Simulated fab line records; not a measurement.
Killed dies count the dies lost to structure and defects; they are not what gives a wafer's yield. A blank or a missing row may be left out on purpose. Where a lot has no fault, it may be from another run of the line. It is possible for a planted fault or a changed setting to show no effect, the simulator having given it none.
fab line records	flow sky130
record: lots: 13	wafers: 39	lastDay: 50
route steps=708 shown SONOS_ONO@173 SPACER@306 POLY_CUT@315 PAD_OPEN@708
lots untouched by any fault: they come from a run of this same line in which no faults occurred
startH: the number of hours between the record's first day and the start of the first shown wafer of the lot	waitH: hours from the lot's prior step to this one	" same as the row above	L1.1+2: one row covering several wafers at once	- value missing, or start not given	* or withheld: withheld	< > ~ a bound
route shown NAME@n: a module of which the file shows steps, and the number in the route of the first	usual: mean/standard deviation of fault-free wafers	same: alike in all rows	chamber/n: place in a boat	sites: each site's reading	_std_site: standard deviation of those values	_edge_site: mean of outer sites minus mean of inner sites	radiusMm: for every site, how far away it sits from the centre of the wafer	mask NAME#n: copy n	behind: the last tool/chamber to shape the wafer	hold: what put the lot on hold/how long, in hours/how the hold closed	device: whichever transistor did not switch (one of n, p or np)	end of line: the tests these same wafers got at the end of their route	a step given without rows: its recipe and nothing more	killed: dies lost to structure and defects at the first sort, not the wafer's yield	map: dies across one wafer; x = killed, . = not, _ = none there
set.NAME: the setting as run; set.NAME@STEP: as run at that earlier step	model.NAME: the simulator's own value behind a step, which no gauge read
one table for each step of the route and one row for each wafer, over a sample of lots
services: when a tool's chamber went out of use (startH, in hours from the record's first day, below 0 if earlier), for how many hours, and the reason
== steps ==
step: SKY_SONOS_ONO_THK_MEAS_05
recipe: reads: SiO2_of_SONOS_ONO_CVD_04
usual: SONOS_ONO_CVD_04_THK: 5.79/0.12
lot.wafer	tool	chamber	startH	waitH	SONOS_ONO_CVD_04_THK[nm]
L396.2	filmMetro-04	-	247.81	0.0	5.75
L396.3	"	-	"	"	5.66
L396.5	"	-	"	"	5.63
L397.1	filmMetro-04	-	259.19	0.0	5.83
L397.4	"	-	"	"	5.73
L397.6	"	-	"	"	5.72
L398.1	filmMetro-03	-	265.10	0.0	5.64
L398.2	"	-	"	"	5.80
L398.3	"	-	"	"	5.77
L399.3	filmMetro-04	-	282.37	0.0	5.88
L399.5	"	-	"	"	5.65
L399.6	"	-	"	"	5.83
L402.2	filmMetro-01	-	303.89	0.0	5.80
L402.3	"	-	"	"	5.81
L402.4	"	-	"	"	5.82
L403.3	filmMetro-01	-	310.27	0.0	5.85
L403.4	"	-	"	"	5.90
L403.5	"	-	"	"	5.84
L412.2	filmMetro-04	-	382.61	0.0	5.96
L412.3	"	-	"	"	5.85
L412.6	"	-	"	"	5.90
L413.1	filmMetro-01	-	388.00	0.0	5.79
L413.4	"	-	"	"	5.66
L413.6	"	-	"	"	5.63
L414.1	filmMetro-01	-	392.93	0.0	5.63
L414.2	"	-	"	"	5.62
L414.3	"	-	"	"	5.60
L415.2	filmMetro-03	-	412.84	0.0	6.07
L415.4	"	-	"	"	5.97
L415.5	"	-	"	"	5.94
L416.3	filmMetro-03	-	417.01	0.0	5.69
L416.4	"	-	"	"	5.76
L416.5	"	-	"	"	5.66
L417.1	filmMetro-04	-	427.30	0.0	5.69
L417.3	"	-	"	"	5.70
L417.4	"	-	"	"	5.63
L418.2	filmMetro-04	-	436.55	0.0	5.70
L418.3	"	-	"	"	5.67
L418.4	"	-	"	"	5.60
step: SKY_SONOS_ONO_WET_ETCH_16
recipe: chemistry: dHF	targetDepthNm: 14	dry: n2Spin	target: SiO2	dilution: 100:1	tempC: 25	timeS: 280
usual: runLengthS: 308/3.7
lot.wafer	tool	chamber	startH	waitH	runLengthS
L396.2	wetBench-01	1	272.46	0.0	315
L396.3	"	1	"	"	315
L396.5	"	1	"	"	315
L397.1	wetBench-01	2	283.51	0.0	306
L397.4	"	2	"	"	306
L397.6	"	2	"	"	306
L398.1	wetBench-04	3	289.15	0.0	304
L398.2	"	3	"	"	304
L398.3	"	3	"	"	304
L399.3	wetBench-01	3	307.70	0.0	311
L399.5	"	3	"	"	311
L399.6	"	3	"	"	311
L402.2	wetBench-01	1	329.52	0.0	238
L402.3	"	1	"	"	238
L402.4	"	1	"	"	238
L403.3	wetBench-01	1	335.36	0.0	238
L403.4	"	1	"	"	238
L403.5	"	1	"	"	238
L412.2	wetBench-04	3	412.11	0.0	305
L412.3	"	3	"	"	305
L412.6	"	3	"	"	305
L413.1	wetBench-01	0	417.40	0.0	305
L413.4	"	0	"	"	305
L413.6	"	0	"	"	305
L414.1	wetBench-04	2	422.17	0.0	305
L414.2	"	2	"	"	305
L414.3	"	2	"	"	305
L415.2	wetBench-04	1	442.71	0.0	307
L415.4	"	1	"	"	307
L415.5	"	1	"	"	307
L416.3	wetBench-01	2	446.70	0.0	305
L416.4	"	2	"	"	305
L416.5	"	2	"	"	305
L417.1	wetBench-03	2	457.55	0.0	313
L417.3	"	2	"	"	313
L417.4	"	2	"	"	313
L418.2	wetBench-03	0	467.06	0.0	306
L418.3	"	0	"	"	306
L418.4	"	0	"	"	306
step: SKY_SPACER_ETCHBACK_02
recipe: chemistry: CH3F/O2	target: Si3N4	stopOn: SiO2	sourceW: 400	biasW: 80	pressureMtorr: 25	ch3fFlowSccm: 40	O2_flow_sccm: 30	timeS: 46.7	targetDepthA: 450
usual: O2_flow_sccm: 29.99/0.09	ch3fFlowSccm: 40.00/0.12	drypumpMotorCurrentA: 5.8/0.45	oesProductAu: 0.852/0.006	throttleValvePct: 10.564/0.0098
lot.wafer	tool	chamber	startH	waitH	O2_flow_sccm	ch3fFlowSccm	drypumpMotorCurrentA	oesProductAu	rfHoursCounterH	throttleValvePct
L396.2	rieDiel-02	2	514.26	0.0	29.98	40.08	5.9	0.845	24	10.563
L396.3	"	3	"	"	30.16	39.98	6.5	0.846	9	10.569
L396.5	"	2	"	"	30.02	40.02	5.9	0.852	-	10.557
L397.1	rieDiel-03	0	538.48	0.1	30.02	39.95	5.0	0.850	5	10.561
L397.4	"	2	"	"	29.91	40.16	5.7	0.850	12	10.576
L397.6	"	0	"	"	29.95	39.88	5.0	0.856	-	10.574
L398.1	rieDiel-04	1	538.48	0.1	30.07	39.90	5.2	0.851	78	10.562
L398.2	"	3	"	"	30.05	40.08	6.0	0.854	10	10.565
L398.3	"	0	"	"	29.99	40.09	5.7	0.845	17	10.574
L399.3	rieDiel-02	3	565.74	0.0	29.96	40.05	6.5	0.855	9	10.576
L399.5	"	2	"	"	30.07	39.93	5.9	0.851	-	10.561
L399.6	"	1	"	"	30.04	39.80	6.1	0.859	-	10.562
L402.2	rieDiel-04	2	590.56	0.0	30.08	39.90	5.4	0.858	5	10.564
L402.3	"	0	"	"	29.98	40.18	5.6	0.845	19	10.559
L402.4	"	0	"	"	29.92	39.99	5.6	0.853	-	10.547
L403.3	rieDiel-03	1	591.76	0.0	30.22	39.99	6.2	0.844	4	10.567
L403.4	"	0	"	"	29.87	40.07	4.9	0.838	6	10.559
L403.5	"	1	"	"	30.12	39.70	6.1	0.847	-	10.548
L412.2	rieDiel-03	2	661.39	0.0	30.10	40.11	5.7	0.860	15	10.570
L412.3	"	3	"	"	30.09	40.00	6.0	0.846	40	10.572
L412.6	"	2	"	"	30.05	39.84	5.7	0.847	-	10.573
L413.1	rieDiel-03	3	672.26	0.1	30.05	40.12	6.0	0.851	40	10.565
L413.4	"	0	"	"	29.77	40.07	5.0	0.847	7	10.561
L413.6	"	1	"	"	30.02	39.80	6.1	0.845	-	10.571
L414.1	rieDiel-03	0	674.80	0.1	29.86	39.88	5.0	0.854	7	10.568
L414.2	"	2	"	"	30.07	40.03	5.8	0.851	15	10.575
L414.3	"	3	"	"	29.93	39.97	6.0	0.857	40	10.543
L415.2	rieDiel-04	0	692.19	0.0	29.92	40.32	5.7	0.851	21	10.580
L415.4	"	2	"	"	30.01	39.92	5.4	0.847	8	10.551
L415.5	"	0	"	"	29.95	40.09	5.6	0.849	-	10.564
L416.3	rieDiel-03	2	698.45	0.0	30.00	40.02	5.7	0.856	15	10.555
L416.4	"	0	"	"	30.14	40.19	5.0	0.855	8	10.547
L416.5	"	1	"	"	29.86	40.27	6.1	0.849	-	10.565
L417.1	rieDiel-04	0	705.74	0.1	30.01	39.82	5.6	0.850	22	10.572
L417.3	"	1	"	"	30.03	40.07	5.2	0.847	2	10.552
L417.4	"	3	"	"	29.94	39.73	6.0	0.847	14	10.551
L418.2	rieDiel-04	0	713.96	0.0	29.96	39.94	5.7	0.853	22	10.576
L418.3	"	1	"	"	30.00	39.99	5.2	0.861	2	10.549
L418.4	"	2	"	"	30.06	40.06	5.4	0.854	8	10.581
step: SKY_POLY_CUT_CD_MEAS_08
recipe: targetCdNm: 270
usual: cdNm: 270.2/1.4
lot.wafer	tool	chamber	startH	waitH	cdNm
L396.2	cdSem-01	-	545.09	-	270.1
L396.3	"	-	"	"	271.2
L396.5	"	-	"	"	269.9
L397.1	cdSem-01	-	567.98	-	269.6
L397.4	"	-	"	"	268.7
L397.6	"	-	"	"	269.5
L398.1	cdSem-01	-	568.67	-	270.1
L398.2	"	-	"	"	269.9
L398.3	"	-	"	"	270.5
L399.3	cdSem-02	-	594.80	-	270.1
L399.5	"	-	"	"	270.1
L399.6	"	-	"	"	270.5
L402.2	cdSem-02	-	619.08	-	267.9
L402.3	"	-	"	"	269.7
L402.4	"	-	"	"	269.1
L403.3	cdSem-01	-	621.22	-	267.6
L403.4	"	-	"	"	269.2
L403.5	"	-	"	"	267.7
L412.2	cdSem-01	-	689.73	-	269.5
L412.3	"	-	"	"	270.8
L412.6	"	-	"	"	269.3
L413.1	cdSem-02	-	701.21	-	270.6
L413.4	"	-	"	"	269.3
L413.6	"	-	"	"	267.9
L414.1	cdSem-02	-	703.01	-	271.9
L414.2	"	-	"	"	271.0
L414.3	"	-	"	"	271.7
L415.2	cdSem-02	-	720.05	-	271.9
L415.4	"	-	"	"	270.1
L415.5	"	-	"	"	270.7
L416.3	cdSem-01	-	726.22	-	272.0
L416.4	"	-	"	"	272.8
L416.5	"	-	"	"	272.6
L417.1	cdSem-02	-	732.46	-	268.7
L417.3	"	-	"	"	270.3
L417.4	"	-	"	"	268.1
L418.2	cdSem-02	-	741.60	-	270.4
L418.3	"	-	"	"	268.6
L418.4	"	-	"	"	269.2
step: SKY_PAD_OPEN_PROBE_99
usual: killed_at_M0_to_M3: 44/7.5	killed_at_M4_up: 2.9/1.8	killedAtContacts: 24/5.1	killedAtFrontEnd: 16/4.7	killedAtOther: 0.3/0.46	killedDies: 87/9.9	killedOnRim: 17/4.5	killedOpen: 47/8	killedShort: 39/6.3
same: grossDies: 492	killedAtBackSide: 0
lot.wafer	tool	chamber	startH	waitH	killed_at_M0_to_M3	killed_at_M4_up	killedAtContacts	killedAtFrontEnd	killedAtOther	killedDies	killedOnRim	killedOpen	killedShort
L396.2	prober-01	-	1068.30	0.1	40	2	22	22	0	86	12	54	32
L396.3	prober-01	-	1068.35	0.2	31	4	26	14	0	75	13	37	38
L396.5	prober-01	-	1068.45	0.2	39	2	20	11	0	72	14	44	28
L397.1	prober-01	-	1085.00	0.1	52	1	21	21	0	95	12	48	47
L397.4	prober-01	-	1085.15	0.2	61	5	15	22	1	104	19	52	51
L397.6	prober-01	-	1085.25	0.2	52	2	28	6	0	88	17	49	39
L398.1	prober-01	-	1085.50	0.1	47	2	25	17	0	91	19	52	39
L398.2	prober-01	-	1085.55	0.1	47	2	30	21	0	100	24	49	51
L398.3	prober-01	-	1085.60	0.2	42	0	28	19	1	90	18	50	40
L399.3	prober-02	-	1102.45	0.2	47	2	29	15	1	94	17	55	38
L399.5	prober-02	-	1102.55	0.2	47	2	18	9	0	76	18	39	36
L399.6	prober-02	-	1102.60	0.2	56	1	21	13	1	92	17	47	43
L402.2	prober-02	-	1117.35	0.1	43	1	23	14	0	81	12	42	39
L402.3	prober-02	-	1117.40	0.2	34	2	23	13	0	72	11	38	34
L402.4	prober-02	-	1117.45	0.2	39	1	19	18	0	77	17	43	34
L403.3	prober-01	-	1119.96	0.2	43	3	31	21	0	98	16	51	47
L403.4	prober-01	-	1120.01	0.2	41	3	28	17	0	89	19	47	41
L403.5	prober-01	-	1120.06	0.2	36	4	22	23	0	85	17	44	41
L412.2	prober-01	-	1167.25	0.1	57	3	22	15	0	97	20	57	40
L412.3	prober-01	-	1167.30	0.2	49	3	20	9	0	81	18	50	31
L412.6	prober-01	-	1167.45	0.2	41	3	15	18	0	77	17	43	34
L413.1	prober-02	-	1173.88	0.1	56	0	33	19	0	108	10	65	42
L413.4	prober-02	-	1174.03	0.2	53	3	33	8	0	97	23	50	47
L413.6	prober-02	-	1174.13	0.2	50	1	31	9	1	92	25	58	34
L414.1	prober-01	-	1174.47	0.1	32	3	24	19	0	78	17	36	42
L414.2	prober-01	-	1174.52	0.1	49	2	23	16	0	90	17	59	31
L414.3	prober-01	-	1174.57	0.2	44	3	29	21	1	98	18	57	41
L415.2	prober-02	-	1184.65	0.1	51	1	25	14	1	92	20	45	47
L415.4	prober-02	-	1184.75	0.2	33	3	21	8	2	67	11	39	28
L415.5	prober-02	-	1184.80	0.2	51	0	21	18	0	90	19	46	43
L416.3	prober-01	-	1190.75	0.2	46	4	25	13	1	89	19	55	34
L416.4	prober-01	-	1190.80	0.2	49	1	33	15	0	98	22	58	40
L416.5	prober-01	-	1190.85	0.2	46	2	27	14	1	90	13	45	44
L417.1	prober-02	-	1192.30	0.1	49	2	15	12	0	78	13	37	41
L417.3	prober-02	-	1192.40	0.2	33	1	20	7	0	61	7	31	30
L417.4	prober-02	-	1192.45	0.2	51	4	27	9	0	91	17	57	34
L418.2	prober-01	-	1196.72	0.1	33	7	22	19	1	82	11	42	40
L418.3	prober-01	-	1196.77	0.2	55	6	21	12	0	94	21	47	47
L418.4	prober-01	-	1196.82	0.2	31	1	30	9	0	71	14	44	27
killed by level:class
L396.2 VIA1:geometricParticle:open=12 LI_CONTACT:geometricParticle:open=8 VIA3:geometricParticle:open=8 CONTACT:geometricParticle:short=6 FIELD_ISO:geometricParticle:short=5 POLY_GATE:geometricParticle:short=5 VIA2:geometricParticle:open=5 POLY_GATE:geometricParticle:open=4
L396.3 LI_CONTACT:geometricParticle:open=9 VIA1:geometricParticle:open=8 CONTACT:geometricParticle:short=7 VIA2:geometricParticle:open=7 CONTACT:geometricParticle:open=7 POLY_GATE:geometricParticle:short=6 FIELD_ISO:geometricParticle:short=4 METAL4:geometricParticle:short=4
L396.5 CONTACT:geometricParticle:open=13 VIA2:geometricParticle:open=9 VIA1:geometricParticle:short=5 VIA2:geometricParticle:short=5 VIA1:geometricParticle:open=4 FIELD_ISO:geometricParticle:open=3 POLY_GATE:geometricParticle:open=3 SPACER:geometricParticle:open=3
L397.1 VIA1:geometricParticle:open=12 CONTACT:geometricParticle:open=7 VIA1:geometricParticle:short=7 VIA2:geometricParticle:open=7 VIA3:geometricParticle:open=7 FIELD_ISO:geometricParticle:short=6 POLY_GATE:geometricParticle:short=5 LI_CONTACT:geometricParticle:open=5
L397.4 VIA1:geometricParticle:open=15 VIA2:geometricParticle:open=10 VIA1:geometricParticle:short=8 FIELD_ISO:geometricParticle:short=7 METAL2:geometricParticle:short=6 LI_CONTACT:geometricParticle:open=5 METAL4:geometricParticle:short=5 FIELD_ISO:geometricParticle:open=4
L397.6 VIA1:geometricParticle:open=14 VIA3:geometricParticle:open=10 CONTACT:geometricParticle:open=10 LI_CONTACT:geometricParticle:open=6 METAL1:geometricParticle:short=5 VIA1:geometricParticle:short=5 LI_CONTACT:geometricParticle:short=4 VIA2:geometricParticle:short=4
L398.1 VIA1:geometricParticle:open=10 CONTACT:geometricParticle:open=9 FIELD_ISO:geometricParticle:open=6 VIA2:geometricParticle:open=6 METAL1:geometricParticle:short=6 LI_CONTACT:geometricParticle:open=5 METAL1:geometricParticle:open=5 CONTACT:geometricParticle:short=5
L398.2 CONTACT:geometricParticle:open=10 VIA1:geometricParticle:open=8 LI_CONTACT:geometricParticle:open=7 VIA2:geometricParticle:short=7 FIELD_ISO:geometricParticle:short=6 METAL1:geometricParticle:short=6 LI_CONTACT:geometricParticle:short=5 VIA1:geometricParticle:short=5
L398.3 VIA1:geometricParticle:open=11 LOCAL_INTERCONNECT:geometricParticle:short=9 CONTACT:geometricParticle:open=8 VIA3:geometricParticle:open=8 CONTACT:geometricParticle:short=5 VIA2:geometricParticle:open=5 FIELD_ISO:geometricParticle:short=4 LI_CONTACT:geometricParticle:open=4
L399.3 LI_CONTACT:geometricParticle:open=10 CONTACT:geometricParticle:open=10 VIA1:geometricParticle:open=10 VIA2:geometricParticle:open=8 METAL2:geometricParticle:short=6 POLY_GATE:geometricParticle:short=5 VIA3:geometricParticle:open=5 FIELD_ISO:geometricParticle:open=4
L399.5 VIA1:geometricParticle:open=7 VIA2:geometricParticle:open=6 VIA2:geometricParticle:short=5 LI_CONTACT:geometricParticle:open=5 METAL2:geometricParticle:short=5 METAL1:geometricParticle:short=5 VIA1:geometricParticle:short=5 VIA3:geometricParticle:open=5
L399.6 VIA1:geometricParticle:open=16 METAL1:geometricParticle:short=9 METAL2:geometricParticle:short=8 LI_CONTACT:geometricParticle:open=7 CONTACT:geometricParticle:open=6 VIA3:geometricParticle:open=6 VIA1:geometricParticle:short=5 FIELD_ISO:geometricParticle:open=4
L402.2 VIA1:geometricParticle:open=10 METAL2:geometricParticle:short=8 LI_CONTACT:geometricParticle:open=7 VIA2:geometricParticle:open=7 CONTACT:geometricParticle:open=6 FIELD_ISO:geometricParticle:open=5 LOCAL_INTERCONNECT:geometricParticle:short=5 FIELD_ISO:geometricParticle:short=4
L402.3 CONTACT:geometricParticle:open=10 LI_CONTACT:geometricParticle:open=5 VIA2:geometricParticle:open=5 FIELD_ISO:geometricParticle:open=4 VIA2:geometricParticle:short=4 VIA1:geometricParticle:open=4 METAL2:geometricParticle:short=4 VIA3:geometricParticle:short=4
L402.4 VIA1:geometricParticle:open=11 METAL2:geometricParticle:short=7 VIA3:geometricParticle:open=7 FIELD_ISO:geometricParticle:open=6 CONTACT:geometricParticle:open=6 FIELD_ISO:geometricParticle:short=5 LI_CONTACT:geometricParticle:short=5 POLY_GATE:geometricParticle:open=3
L403.3 CONTACT:geometricParticle:open=12 VIA1:geometricParticle:open=12 LI_CONTACT:geometricParticle:open=8 METAL1:geometricParticle:short=7 POLY_GATE:geometricParticle:short=6 VIA1:geometricParticle:short=5 FIELD_ISO:geometricParticle:short=5 METAL2:geometricParticle:short=5
L403.4 LI_CONTACT:geometricParticle:open=12 VIA1:geometricParticle:open=10 POLY_GATE:geometricParticle:short=7 CONTACT:geometricParticle:open=7 METAL3:geometricParticle:short=6 METAL2:geometricParticle:short=6 VIA3:geometricParticle:open=5 POLY_GATE:geometricParticle:open=4
L403.5 VIA2:geometricParticle:open=7 FIELD_ISO:geometricParticle:open=6 FIELD_ISO:geometricParticle:short=6 CONTACT:geometricParticle:open=6 METAL2:geometricParticle:short=6 VIA1:geometricParticle:open=5 LI_CONTACT:geometricParticle:open=4 LOCAL_INTERCONNECT:geometricParticle:short=4
L412.2 VIA1:geometricParticle:open=16 VIA2:geometricParticle:open=11 CONTACT:geometricParticle:open=10 VIA3:geometricParticle:open=9 FIELD_ISO:geometricParticle:short=6 VIA1:geometricParticle:short=4 LOCAL_INTERCONNECT:geometricParticle:short=4 METAL2:geometricParticle:short=4
L412.3 VIA3:geometricParticle:open=12 VIA1:geometricParticle:open=10 VIA2:geometricParticle:open=9 METAL1:geometricParticle:short=6 LI_CONTACT:geometricParticle:short=4 LI_CONTACT:geometricParticle:open=4 LOCAL_INTERCONNECT:geometricParticle:open=4 LOCAL_INTERCONNECT:geometricParticle:short=4
L412.6 VIA1:geometricParticle:open=11 METAL1:geometricParticle:short=7 VIA3:geometricParticle:open=7 POLY_GATE:geometricParticle:open=6 LI_CONTACT:geometricParticle:open=6 FIELD_ISO:geometricParticle:short=4 METAL2:geometricParticle:short=4 VIA3:geometricParticle:short=3
L413.1 VIA1:geometricParticle:open=13 LI_CONTACT:geometricParticle:open=11 CONTACT:geometricParticle:open=10 VIA3:geometricParticle:open=8 VIA2:geometricParticle:open=7 VIA1:geometricParticle:short=6 LOCAL_INTERCONNECT:geometricParticle:short=6 METAL2:geometricParticle:short=6
L413.4 VIA1:geometricParticle:open=12 LI_CONTACT:geometricParticle:open=9 CONTACT:geometricParticle:open=9 METAL1:geometricParticle:short=7 VIA1:geometricParticle:short=7 LI_CONTACT:geometricParticle:short=6 VIA3:geometricParticle:open=6 METAL2:geometricParticle:short=6
L413.6 VIA1:geometricParticle:open=12 LI_CONTACT:geometricParticle:open=11 CONTACT:geometricParticle:open=9 LOCAL_INTERCONNECT:geometricParticle:short=6 VIA3:geometricParticle:open=6 METAL2:geometricParticle:short=5 VIA2:geometricParticle:open=5 METAL3:geometricParticle:short=5
L414.1 CONTACT:geometricParticle:open=9 POLY_GATE:geometricParticle:short=6 LI_CONTACT:geometricParticle:open=6 VIA2:geometricParticle:short=6 FIELD_ISO:geometricParticle:open=5 VIA1:geometricParticle:short=5 VIA1:geometricParticle:open=5 CONTACT:geometricParticle:short=4
L414.2 VIA1:geometricParticle:open=16 CONTACT:geometricParticle:open=12 METAL1:geometricParticle:short=7 VIA2:geometricParticle:open=6 VIA3:geometricParticle:open=6 FIELD_ISO:geometricParticle:open=4 FIELD_ISO:geometricParticle:short=4 POLY_GATE:geometricParticle:open=4
L414.3 VIA1:geometricParticle:open=18 CONTACT:geometricParticle:open=13 LI_CONTACT:geometricParticle:open=7 POLY_GATE:geometricParticle:open=6 CONTACT:geometricParticle:short=6 METAL2:geometricParticle:short=6 VIA3:geometricParticle:open=6 FIELD_ISO:geometricParticle:short=5
L415.2 VIA2:geometricParticle:open=11 LI_CONTACT:geometricParticle:open=9 VIA3:geometricParticle:open=9 CONTACT:geometricParticle:short=7 VIA1:geometricParticle:open=6 METAL3:geometricParticle:short=5 VIA3:geometricParticle:short=5 FIELD_ISO:geometricParticle:short=4
L415.4 CONTACT:geometricParticle:open=12 METAL1:geometricParticle:short=8 VIA3:geometricParticle:open=6 METAL3:geometricParticle:short=5 VIA2:geometricParticle:open=4 LI_CONTACT:geometricParticle:open=4 FIELD_ISO:geometricParticle:open=3 VIA1:geometricParticle:open=3
L415.5 VIA2:geometricParticle:open=9 METAL1:geometricParticle:short=8 VIA3:geometricParticle:open=8 CONTACT:geometricParticle:open=7 VIA1:geometricParticle:open=7 VIA1:geometricParticle:short=7 LI_CONTACT:geometricParticle:open=6 FIELD_ISO:geometricParticle:open=5
L416.3 VIA1:geometricParticle:open=14 CONTACT:geometricParticle:open=9 VIA2:geometricParticle:open=6 LOCAL_INTERCONNECT:geometricParticle:short=5 VIA3:geometricParticle:short=5 VIA3:geometricParticle:open=5 LI_CONTACT:geometricParticle:open=4 CONTACT:geometricParticle:short=4
L416.4 CONTACT:geometricParticle:open=18 VIA2:geometricParticle:open=12 VIA1:geometricParticle:open=8 LI_CONTACT:geometricParticle:open=7 VIA1:geometricParticle:short=7 METAL2:geometricParticle:short=6 POLY_GATE:geometricParticle:short=5 CONTACT:geometricParticle:short=5
L416.5 CONTACT:geometricParticle:open=11 VIA3:geometricParticle:open=9 LI_CONTACT:geometricParticle:open=7 VIA1:geometricParticle:short=6 VIA1:geometricParticle:open=6 POLY_GATE:geometricParticle:open=5 METAL1:geometricParticle:short=5 CONTACT:geometricParticle:short=5
L417.1 VIA1:geometricParticle:open=11 METAL2:geometricParticle:short=7 VIA2:geometricParticle:open=7 LI_CONTACT:geometricParticle:open=6 VIA3:geometricParticle:short=6 CONTACT:geometricParticle:short=5 VIA2:geometricParticle:short=4 METAL3:geometricParticle:short=4
L417.3 VIA2:geometricParticle:open=7 CONTACT:geometricParticle:open=6 CONTACT:geometricParticle:short=5 METAL2:geometricParticle:short=5 VIA1:geometricParticle:open=5 VIA3:geometricParticle:open=4 METAL1:geometricParticle:short=4 LI_CONTACT:geometricParticle:open=3
L417.4 CONTACT:geometricParticle:open=11 VIA1:geometricParticle:open=10 VIA3:geometricParticle:open=10 VIA2:geometricParticle:open=9 LI_CONTACT:geometricParticle:open=5 METAL2:geometricParticle:short=5 FIELD_ISO:geometricParticle:open=4 LI_CONTACT:geometricParticle:short=4
L418.2 CONTACT:geometricParticle:open=9 METAL3:geometricParticle:short=7 VIA1:geometricParticle:open=6 POLY_GATE:geometricParticle:open=5 LI_CONTACT:geometricParticle:open=5 CONTACT:geometricParticle:short=5 VIA2:geometricParticle:open=5 FIELD_ISO:geometricParticle:open=4
L418.3 VIA1:geometricParticle:open=14 CONTACT:geometricParticle:open=8 METAL1:geometricParticle:short=6 POLY_GATE:geometricParticle:short=6 VIA1:geometricParticle:short=6 VIA2:geometricParticle:open=6 LI_CONTACT:geometricParticle:open=5 VIA3:geometricParticle:open=5
L418.4 VIA1:geometricParticle:open=10 LI_CONTACT:geometricParticle:open=8 CONTACT:geometricParticle:open=8 VIA2:geometricParticle:open=6 LOCAL_INTERCONNECT:geometricParticle:short=5 POLY_GATE:geometricParticle:open=4 LI_CONTACT:geometricParticle:short=4 CONTACT:geometricParticle:short=3
== services ==
tool	chamber	startH	hours	kind
rieDiel-04	0	275.06	10.2	repair
rieDiel-04	1	298.63	4.9	repair
rieDiel-04	-	369.67	0.1	repair
wetBench-04	-	371.33	2.9	repair
wetBench-03	-	377.04	4.6	repair
rieDiel-04	-	379.59	0.1	repair
rieDiel-04	0	384.19	8.8	repair
rieDiel-03	0	387.97	2.2	repair
rieDiel-02	2	435.11	4.4	repair
rieDiel-03	1	492.29	4.8	repair
rieDiel-03	2	499.18	10.0	repair
rieDiel-04	3	503.87	4.4	repair
rieDiel-02	-	517.96	1.1	repair
rieDiel-03	0	527.25	10.3	repair
rieDiel-02	-	537.42	2.8	pm
wetBench-04	-	559.02	2.3	repair
wetBench-01	-	575.58	1.3	repair
rieDiel-04	1	583.34	15.1	repair
rieDiel-03	-	595.10	2.8	pm
rieDiel-03	2	602.86	2.9	repair
wetBench-04	-	617.24	2.6	repair
rieDiel-02	3	621.12	15.6	repair
rieDiel-03	0	698.99	3.4	repair
rieDiel-03	1	700.62	23.7	repair
== key ==
firstSign: step: SKY_SONOS_ONO_WET_ETCH_16	reading: runLengthS	direction: down	sigmas: 19	usual: *	struck: *
effect none on later readings
metAt SKY_SONOS_ONO_WET_ETCH_16
struckLots L402,L403
testerLeftOut L402,L403
notActingAt SKY_SONOS_ONO_THK_MEAS_05,SKY_SPACER_ETCHBACK_02,SKY_POLY_CUT_CD_MEAS_08
onsetBetween 307.70 329.52
fault: kind: processParameterDrift	tool: wetBench-01	chamber: -	onsetH: 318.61	steps: SKY_SONOS_ONO_WET_ETCH_16	channel: timeS	offset: *	shape: step	endH: 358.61	actsIn: *	stated: *
testerLeftOut: of these lots the tester's yield and bins aren't shown, on N5 and GAA mostly nor the transistor test; their killed dies are dies lost to structure and defects alone, not to doping, threshold or leakage, so they don't give the yield
